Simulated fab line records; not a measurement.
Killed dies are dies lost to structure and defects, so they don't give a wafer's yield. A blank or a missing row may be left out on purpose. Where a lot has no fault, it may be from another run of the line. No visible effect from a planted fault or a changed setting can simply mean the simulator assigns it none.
Which tool did it?    flow sky130    10 lots with 28 wafers sampled at 7 steps, on a route of 708 steps

## WHAT THE GAUGES SHOWED, per wafer
SKY_LI_CONTACT_RS_MEAS_22: a four-point-probe measurement.
lot   measured      on             LI_CONTACT_W_RS (ohm/sq)
L326  day 29 20:38  film_metro-02  0.280 0.281 0.281
L328  day 30 23:22  film_metro-02  0.285 0.288 0.286
L331  day 32 08:40  film_metro-03  0.278 0.256 0.280
L333  day 33 02:23  film_metro-02  0.253
L335  day 33 07:23  film_metro-03  0.285 0.285 0.293
L338  day 33 20:05  film_metro-03  0.286 0.284 0.283
L340  day 34 13:26  film_metro-04  0.283 0.287 0.286
L344  day 35 12:07  film_metro-03  0.286 0.286 0.286
L345  day 35 16:44  film_metro-03  0.281 0.289 0.286
L348  day 36 16:44  film_metro-04  0.284 0.286 0.286

SKY_LI_CONTACT_THK_MEAS_23: measures by xrf.
lot   measured      on             LI_CONTACT_W_THK (nm)
L326  day 29 20:46  film_metro-02  406 405 409
L328  day 30 23:29  film_metro-02  400 404 401
L331  day 32 08:47  film_metro-03  433 471 428
L333  day 33 02:27  film_metro-02  456
L335  day 33 07:29  film_metro-03  417 417 406
L338  day 33 20:11  film_metro-03  413 420 420
L340  day 34 13:34  film_metro-04  414 410 407
L344  day 35 12:14  film_metro-03  418 420 416
L345  day 35 16:52  film_metro-03  423 413 420
L348  day 36 16:49  film_metro-04  414 414 409

SKY_LOCAL_INTERCONNECT_THK_MEAS_02: measures by xrf.
lot   measured      on             LOCAL_INTERCONNECT_TIN_THK (nm)
L326  day 29 21:18  film_metro-01  101.0 100.4 100.7
L328  day 31 00:02  film_metro-01  99.8 99.2 98.8
L331  day 32 09:35  film_metro-01  99.6 99.6 101.1
L333  day 33 03:03  film_metro-01  99.3
L335  day 33 08:02  film_metro-01  99.6 99.6 99.6
L338  day 33 20:44  film_metro-01  98.6 98.2 98.9
L340  day 34 14:06  film_metro-01  99.3 100.4 99.1
L344  day 35 12:47  film_metro-03  98.6 97.9 97.8
L345  day 35 17:24  film_metro-03  98.6 97.4 98.0
L348  day 36 17:22  film_metro-04  100.2 99.7 100.5

## TOOL THAT RAN EACH LOT (tool first, then ch and the chambers of the sampled wafers, then the start)
lot   SKY_LI_CONTACT_ETCH_15              SKY_LI_CONTACT_STRIP_16               SKY_LI_CONTACT_CVD_21          SKY_LI_CONTACT_CMP_24
L326  rie_diel-03 ch 0,1, day 29 19:59    plasma_asher-03 ch 0,1, day 29 20:04  cvd_w-01 ch 1, day 29 20:31    cmp-02 ch 1,2, day 29 20:49
L328  rie_diel-01 ch 0,3, day 30 22:44    plasma_asher-01 ch 0,1, day 30 22:49  cvd_w-01 ch 0,1, day 30 23:15  cmp-01 ch 0,1, day 30 23:33
L331  rie_diel-03 ch 0,1,3, day 32 08:02  plasma_asher-04 ch 0,1, day 32 08:07  cvd_w-01 ch 0,1, day 32 08:33  cmp-01 ch 0,1,3, day 32 09:06
L333  rie_diel-02 ch 2, day 33 01:38      plasma_asher-01 ch 0, day 33 01:44    cvd_w-01 ch 1, day 33 02:14    cmp-01 ch 1, day 33 02:46
L335  rie_diel-02 ch 0,1,2, day 33 06:43  plasma_asher-04 ch 0,1, day 33 06:48  cvd_w-02 ch 0,1, day 33 07:14  cmp-01 ch 0,1,2, day 33 07:35
L338  rie_diel-02 ch 2,3, day 33 19:25    plasma_asher-04 ch 0, day 33 19:30    cvd_w-02 ch 0,1, day 33 19:56  cmp-01 ch 1,2,3, day 33 20:14
L340  rie_diel-01 ch 0,1,3, day 34 12:48  plasma_asher-03 ch 0,1, day 34 12:53  cvd_w-02 ch 0,1, day 34 13:19  cmp-01 ch 0,1,3, day 34 13:37
L344  rie_diel-02 ch 1,2, day 35 11:29    plasma_asher-03 ch 0,1, day 35 11:34  cvd_w-01 ch 0,1, day 35 12:00  cmp-02 ch 1,2, day 35 12:21
L345  rie_diel-01 ch 1,2, day 35 16:05    plasma_asher-01 ch 0,1, day 35 16:10  cvd_w-01 ch 0,1, day 35 16:37  cmp-01 ch 0,1, day 35 16:55
L348  rie_diel-01 ch 0,1,2, day 36 15:53  plasma_asher-04 ch 0,1, day 36 16:00  cvd_w-01 ch 1, day 36 16:32    cmp-01 ch 0,1,2, day 36 17:00
- SKY_LI_CONTACT_ETCH_15: etches PSG in C4F8/O2/Ar, stops on Si, target depth 600 nm.
- SKY_LI_CONTACT_STRIP_16: strips in O2/N2.
- SKY_LI_CONTACT_CVD_21: deposits W, target thk 400 nm, time 120.56 s.
- SKY_LI_CONTACT_CMP_24: polishes, stops on PSG, t overpolish 20 s, target thk 0 nm.

## AS READ BY THE TOOLS THEMSELVES (means over the sampled wafers that have a number; for cases with no such wafer, the mark the record gives instead)
SKY_LI_CONTACT_ETCH_15.
lot   tool         chamber_pressure_mTorr (mTorr)  oes_product_au (a.u.)
L326  rie_diel-03  39.99                           0.837
L328  rie_diel-01  39.97                           0.834
L331  rie_diel-03  40.01                           0.835
L333  rie_diel-02  39.98                           0.844
L335  rie_diel-02  39.99                           0.844
L338  rie_diel-02  40.01                           0.832
L340  rie_diel-01  40.00                           0.834
L344  rie_diel-02  40.06                           0.833
L345  rie_diel-01  40.05                           0.833
L348  rie_diel-01  40.03                           0.839

SKY_LI_CONTACT_STRIP_16.
lot   tool             chamber_pressure_mTorr (mTorr)  drypump_motor_current_A (A)  o2_flow_sccm (sccm)  oes_product_au (a.u.)  strip_time_to_endpoint_s (s)
L326  plasma_asher-03  1499.9                          5.7                          2997                 0.369                  3.471
L328  plasma_asher-01  1499.1                          6.0                          3004                 0.379                  3.547
L331  plasma_asher-04  1500.6                          5.6                          3003                 0.373                  3.466
L333  plasma_asher-01  1502.3                          6.3                          3004                 0.373                  3.454
L335  plasma_asher-04  1499.5                          5.6                          2998                 0.376                  3.501
L338  plasma_asher-04  1501.6                          5.7                          3004                 0.374                  3.489
L340  plasma_asher-03  1499.1                          5.8                          3006                 0.375                  3.509
L344  plasma_asher-03  1499.3                          5.7                          2997                 0.377                  3.474
L345  plasma_asher-01  1499.2                          6.0                          3000                 0.374                  3.495
L348  plasma_asher-04  1499.4                          5.6                          3013                 0.370                  3.486

SKY_LI_CONTACT_CVD_21.
lot   tool      chamber_pressure_Torr (Torr)  heater_power_w (W)  susceptor_temp_C (C)
L326  cvd_w-01  39.90                         832                 399.74
L328  cvd_w-01  40.08                         824                 399.81
L331  cvd_w-01  40.03                         783                 401.87
L333  cvd_w-01  40.01                         879                 406.35
L335  cvd_w-02  40.01                         825                 400.03
L338  cvd_w-02  39.87                         840                 399.88
L340  cvd_w-02  39.95                         843                 399.98
L344  cvd_w-01  40.00                         802                 399.81
L345  cvd_w-01  39.96                         789                 399.75
L348  cvd_w-01  40.07                         857                 399.96

SKY_LI_CONTACT_CMP_24.
lot   tool    edge_zone_pressure_frac  motor_current_A (A)  platen_rpm (rpm)  time_to_endpoint_s (s)
L326  cmp-02  1.000                    12.1                 60.04             97
L328  cmp-01  0.999                    10.9                 60.01             100
L331  cmp-01  0.990                    10.3                 59.98             105
L333  cmp-01  0.999                    12.3                 60.05             112
L335  cmp-01  0.992                    11.1                 59.98             94
L338  cmp-01  0.997                    11.2                 59.98             100
L340  cmp-01  1.002                    10.0                 60.00             99
L344  cmp-02  1.000                    12.7                 59.98             99
L345  cmp-01  1.000                    10.2                 59.99             98
L348  cmp-01  1.000                    11.2                 60.00             98

## THE ANSWER, worked out from the rows above alone
Rule: usual is defined by the lots themselves. The widest of any qualifying gaps counts: lots, ordered by their means at a reading, are off when they make up no more than a third of the lots, leave a main group of 4 or more, and stand apart from it by 3 or more times the standard deviation of that group's means. Not used: any main group whose means are identical at the precision the tables above print for the reading. A lot without any number at a reading at which 4 lots or more have one is off too. The other lots that the step has rows for count as sound. After the gauges, taken in route order, come the tools' own readings; for these a lot's mean is taken, as printed above. The first step at which some lot is off is used, and at that step the reading that is off furthest; a lot without a number counts as furthest.
Off: L331, L333, at SKY_LI_CONTACT_RS_MEAS_22 (LI_CONTACT_W_RS). For the main group the mean is 0.285 ohm/sq and the standard deviation 0.0019.
If a tool, at a process step before that reading, ran all the lots that are off and no sound lot after the first of them, it fits. The gauges at SKY_LI_CONTACT_RS_MEAS_22 aren't tried: what is off there is off at SKY_LI_CONTACT_CVD_21 too, on other tools, and a gauge's error can't cause that. None of those tried fits.

## WHAT WAS PUT IN BY THE SIMULATOR
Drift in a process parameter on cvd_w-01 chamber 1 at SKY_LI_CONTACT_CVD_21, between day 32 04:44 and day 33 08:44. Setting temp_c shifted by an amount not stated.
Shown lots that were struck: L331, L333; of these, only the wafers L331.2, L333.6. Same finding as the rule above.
